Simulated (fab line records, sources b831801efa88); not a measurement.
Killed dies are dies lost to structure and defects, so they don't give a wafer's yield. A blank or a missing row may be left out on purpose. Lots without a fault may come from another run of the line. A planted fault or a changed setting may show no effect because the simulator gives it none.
Chamber matching | flow gf180mcu | GF_V5_CMP_26 on cmp-02: 4 sister chambers
The step polishes, stops on SiO2, t overpolish 15 s, target thk 0 nm. 14 wafers are shown with their chamber, then 7 later ones without.

WAFERS WITH THEIR CHAMBER
wafer  | chamber | motor_current_A (A) | time_to_endpoint_s (s) | slurry_flow_ml_min
L923.3 | 0       | 10.9                | 91                     | 150.5
L923.4 | 1       | 12.5                | 87                     | 150.0
L923.5 | 3       | 10.6                | 87                     | 151.0
L926.2 | 2       | 10.9                | 83                     | 150.2
L926.3 | 1       | 12.3                | 86                     | 150.6
L926.5 | 3       | 10.2                | 82                     | 150.2
L929.3 | 3       | 10.1                | 84                     | 149.6
L929.4 | 0       | 11.1                | 87                     | 149.6
L929.5 | 2       | 10.6                | 86                     | 149.8
L930.2 | 1       | 12.8                | 86                     | 149.9
L930.3 | 3       | 10.3                | 84                     | 149.8
L930.5 | 0       | 10.8                | 88                     | 149.6
L932.1 | 1       | 12.4                | 81                     | 150.7
L932.5 | 0       | 10.5                | 82                     | 150.2

SIGNATURES (means of the wafers above)
reading            | chamber 0 | chamber 1 | chamber 2 | chamber 3 | scatter within a chamber
motor_current_A    | 10.825    | 12.500    | 10.750    | 10.300    | 0.226
time_to_endpoint_s | 87.00     | 85.00     | 84.50     | 84.25     | 2.85
slurry_flow_ml_min | 149.975   | 150.300   | 150.000   | 150.150   | 0.483
Rule: a wafer's distance from a chamber is the root of the sum, over the readings, of the square of ((its reading less the chamber's mean) divided by the reading's scatter). The wafer belongs to the nearest chamber; if the next one is less than 2 further off, it can't be placed. The scatter: the root of (the sum of the squares of (reading less its chamber's mean) over the shown wafers, divided by (wafers less chambers)).

WAFERS WITHOUT THEIR CHAMBER
wafer  | motor_current_A (A) | time_to_endpoint_s (s) | slurry_flow_ml_min
L932.6 | 9.9                 | 81                     | 149.9
L933.2 | 10.6                | 87                     | 149.0
L933.4 | 11.1                | 81                     | 149.9
L933.6 | 11.3                | 87                     | 149.3
L934.2 | 12.6                | 89                     | 149.8
L934.4 | 11.3                | 81                     | 150.4
L934.5 | 10.7                | 89                     | 149.6

WHICH CHAMBER EACH WENT THROUGH
wafer  | from the rows above          | in truth
L932.6 | can't be placed: 3 or 2      | 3
L933.2 | can't be placed: 0 or 2 or 3 | 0
L933.4 | can't be placed: 2 or 0 or 3 | 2
L933.6 | can't be placed: 0 or 2      | 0
L934.2 | 1                            | 1
L934.4 | can't be placed: 2 or 0 or 3 | 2
L934.5 | can't be placed: 0 or 2 or 3 | 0
Placed correctly: 1 of 7. Can't be placed from these rows: 6 (the true chamber is among the candidates in 6). Placed wrongly: 0.
